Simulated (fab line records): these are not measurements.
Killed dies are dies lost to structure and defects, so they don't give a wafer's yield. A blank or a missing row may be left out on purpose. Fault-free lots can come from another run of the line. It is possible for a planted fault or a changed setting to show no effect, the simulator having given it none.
One fault seen from 2 desks / flow sky130 / every desk sees just its own numbers, and what lay behind them comes last

## METROLOGY DESK
What the gauges read, lot by lot, whatever tool the lot ran on: means of the sampled wafers that have a number. A lot is out of limits, marked OUT, if its mean lies more than 4 standard deviations from the usual mean; the brackets give that distance.
Columns: A = SONOS_ONO_OXIDATION_THK at SKY_SONOS_ONO_THK_MEAS_01, usual 2.57 nm; B = LI_CONTACT_W_THK at SKY_LI_CONTACT_THK_MEAS_23, usual 409 nm; C = CONTACT_W_RS at SKY_CONTACT_RS_MEAS_25, usual 0.341 ohm/sq
lot=L892; first seen here=day 11 14:52; A=2.58; B=415; C=0.343
lot=L893; first seen here=day 11 23:28; A=2.59; B=403; C=0.339
lot=L894; first seen here=day 12 14:15; A=2.62; B=415; C=0.342
lot=L896; first seen here=day 13 04:28; A=2.56; B=413; C=0.339
lot=L900; first seen here=day 14 07:53; A=2.59; B=407; C=0.337
lot=L901; first seen here=day 14 18:40; A=3.24 (+13) OUT; B=408; C=0.342
lot=L902; first seen here=day 15 05:46; A=3.16 (+12) OUT; B=411; C=0.339
lot=L906; first seen here=day 16 10:18; A=2.54; B=406; C=0.339
lot=L911; first seen here=day 18 04:59; A=2.57; B=407; C=0.340
lot=L912; first seen here=day 18 06:21; A=2.57; B=412; C=0.340
lot=L913; first seen here=day 18 18:02; A=2.53; B=407; C=0.341
lot=L914; first seen here=day 19 02:10; A=2.60; B=409; C=0.340
This desk finds L901, L902 out of limits, with the earliest case on L901 at day 14 18:40 (SONOS_ONO_OXIDATION_THK at SKY_SONOS_ONO_THK_MEAS_01). In limits: L892, L893, L894, L896, L900, L906, L911, L912, L913, L914.

## TOOL OWNER'S DESK, furnace-01
The tool's own readings at SKY_SONOS_ONO_OXIDATION_00 (stabilise 600 s, purge 300 s, target thk 2.6 nm): means of the sampled wafers that have a number, for each lot that ran on this tool. A lot is out of limits, marked OUT, if its mean lies more than 4 standard deviations from the usual mean; the brackets give that distance.
Columns: A = spikeTcBottomC at SKY_SONOS_ONO_OXIDATION_00, usual 823.9 C; B = spikeTcCentreC at SKY_SONOS_ONO_OXIDATION_00, usual 801.2 C; C = spikeTcLowerC at SKY_SONOS_ONO_OXIDATION_00, usual 801.1 C; D = spikeTcTopC at SKY_SONOS_ONO_OXIDATION_00, usual 813.6 C; E = spikeTcUpperC at SKY_SONOS_ONO_OXIDATION_00, usual 800.7 C; F = tubeCenterTempC at SKY_SONOS_ONO_OXIDATION_00, usual 800 C; G = tube_center_temp_C_max at SKY_SONOS_ONO_OXIDATION_00, usual 802.0
lot=L892; first seen here=day 11 13:30; A=821.0; B=801.4; C=800.6; D=812.7; E=801.9; F=800; G=802.2
lot=L893; first seen here=day 11 22:05; A=821.5; B=801.6; C=799.7; D=813.1; E=800.9; F=800; G=801.9
lot=L900; first seen here=day 14 06:31; A=820.2; B=801.9; C=801.3; D=813.2; E=802.3; F=800; G=801.9
lot=L901; first seen here=day 14 17:18; A=837.5 (+4.7) OUT; B=818.3 (+12) OUT; C=816.8 (+16) OUT; D=828.0 (+12) OUT; E=816.5 (+13) OUT; F=816 (+99 or more) OUT; G=817.5 (+50) OUT
lot=L902; first seen here=day 15 04:24; A=837.2 (+4.6) OUT; B=818.5 (+12) OUT; C=816.9 (+16) OUT; D=828.2 (+12) OUT; E=817.9 (+14) OUT; F=816 (+99 or more) OUT; G=817.7 (+51) OUT
lot=L913; first seen here=day 18 16:41; A=820.9; B=802.1; C=802.2; D=813.4; E=801.7; F=800; G=801.9
Finding of this desk: L901, L902 out of limits; the first was L901 at day 14 17:18, on spikeTcBottomC at SKY_SONOS_ONO_OXIDATION_00. In limits: L892, L893, L900, L913.

## PUT TOGETHER
On L901, L902, at day 14 17:18, an alarm was possible from the tool owner's desk.
At day 14 18:40 the metrology desk could have sounded an alarm, on L901, L902.
All the named lots went through SKY_SONOS_ONO_OXIDATION_00 on furnace-01.

## WHAT WAS PUT IN BY THE SIMULATOR
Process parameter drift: furnace-01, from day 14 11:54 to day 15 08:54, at SKY_SONOS_ONO_OXIDATION_00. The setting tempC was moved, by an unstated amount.
Struck lots among those shown: L901, L902.
Delay (hours) between the fault's onset and each desk's first out-of-limits reading: 5 at the tool owner's desk, 7 at the metrology desk.
